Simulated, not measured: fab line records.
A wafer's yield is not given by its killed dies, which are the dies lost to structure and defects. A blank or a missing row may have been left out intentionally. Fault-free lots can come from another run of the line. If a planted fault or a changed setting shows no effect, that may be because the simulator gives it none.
What tool caused it? / flow sky130 / 11 lots, 33 wafers sampled, at 2 steps of a route of 708

## WHAT EACH GAUGE READ, for each wafer
SKY_METAL2_OVL_MEAS_16.
lot=L356; measured=day 34 20:53; on=overlay-01; METAL2_OVL (nm)=-2 -1 -3
lot=L358; measured=day 35 10:50; on=overlay-02; METAL2_OVL (nm)=-1 1 3
lot=L359; measured=day 36 02:31; on=overlay-01; METAL2_OVL (nm)=-4 2 -7
lot=L360; measured=day 36 07:32; on=overlay-02; METAL2_OVL (nm)=-2 -2 -1
lot=L362; measured=day 37 00:23; on=overlay-02; METAL2_OVL (nm)=5 -1 2
lot=L364; measured=day 37 15:26; on=overlay-02; METAL2_OVL (nm)=3 1 -4
lot=L365; measured=day 37 19:37; on=overlay-02; METAL2_OVL (nm)=-4 -7 -7
lot=L366; measured=day 38 07:01; on=overlay-02; METAL2_OVL (nm)=4 10 -2
lot=L376; measured=day 41 07:28; on=overlay-01; METAL2_OVL (nm)=6 -1 3
lot=L378; measured=day 41 22:59; on=overlay-02; METAL2_OVL (nm)=3 -1 3
lot=L379; measured=day 42 02:43; on=overlay-02; METAL2_OVL (nm)=-3 -6 -1

## EACH LOT AND THE TOOL THAT RAN IT (in order: tool; ch and the chambers of the sampled wafers; start)
lot=L356; SKY_VIA1_ETCH_15=rie diel-04 ch 1,2, day 33 16:54
lot=L358; SKY_VIA1_ETCH_15=rie diel-03 ch 0,2,3, day 34 06:44
lot=L359; SKY_VIA1_ETCH_15=rie diel-01 ch 0,1,3, day 34 22:06
lot=L360; SKY_VIA1_ETCH_15=rie diel-01 ch 0,2,3, day 35 03:48
lot=L362; SKY_VIA1_ETCH_15=rie diel-03 ch 1,2,3, day 35 20:40
lot=L364; SKY_VIA1_ETCH_15=rie diel-03 ch 0,2,3, day 36 12:16
lot=L365; SKY_VIA1_ETCH_15=rie diel-01 ch 1,2, day 36 15:58
lot=L366; SKY_VIA1_ETCH_15=rie diel-03 ch 0,2,3, day 37 03:28
lot=L376; SKY_VIA1_ETCH_15=rie diel-01 ch 0,1,2, day 40 05:24
lot=L378; SKY_VIA1_ETCH_15=rie diel-04 ch 1,2,3, day 40 22:00
lot=L379; SKY_VIA1_ETCH_15=rie diel-03 ch 1,2, day 41 01:27
- SKY_VIA1_ETCH_15: etches SiO2 in C4F8/O2/Ar, stops on TiN, target depth 351 nm, time 54 s.

## THE ANSWER, worked out from the rows above alone
Rule: the usual values come from the lots themselves. Put in order of their means at a reading, lots are off if they are a third of the lots or fewer, leave a main group of 4 or more, and stand apart from it by a gap of 3 or more times the standard deviation of the main group's means; of several such gaps the widest counts. Not used: any main group whose means are identical at the precision the tables above print for the reading. Also off: a lot with no number at a reading for which 4 or more lots have one. Where the step has rows for the other lots, those lots are counted as sound.
None of the lots is off at any reading shown; this tells nothing.

## WHAT THE SIMULATOR PUT IN
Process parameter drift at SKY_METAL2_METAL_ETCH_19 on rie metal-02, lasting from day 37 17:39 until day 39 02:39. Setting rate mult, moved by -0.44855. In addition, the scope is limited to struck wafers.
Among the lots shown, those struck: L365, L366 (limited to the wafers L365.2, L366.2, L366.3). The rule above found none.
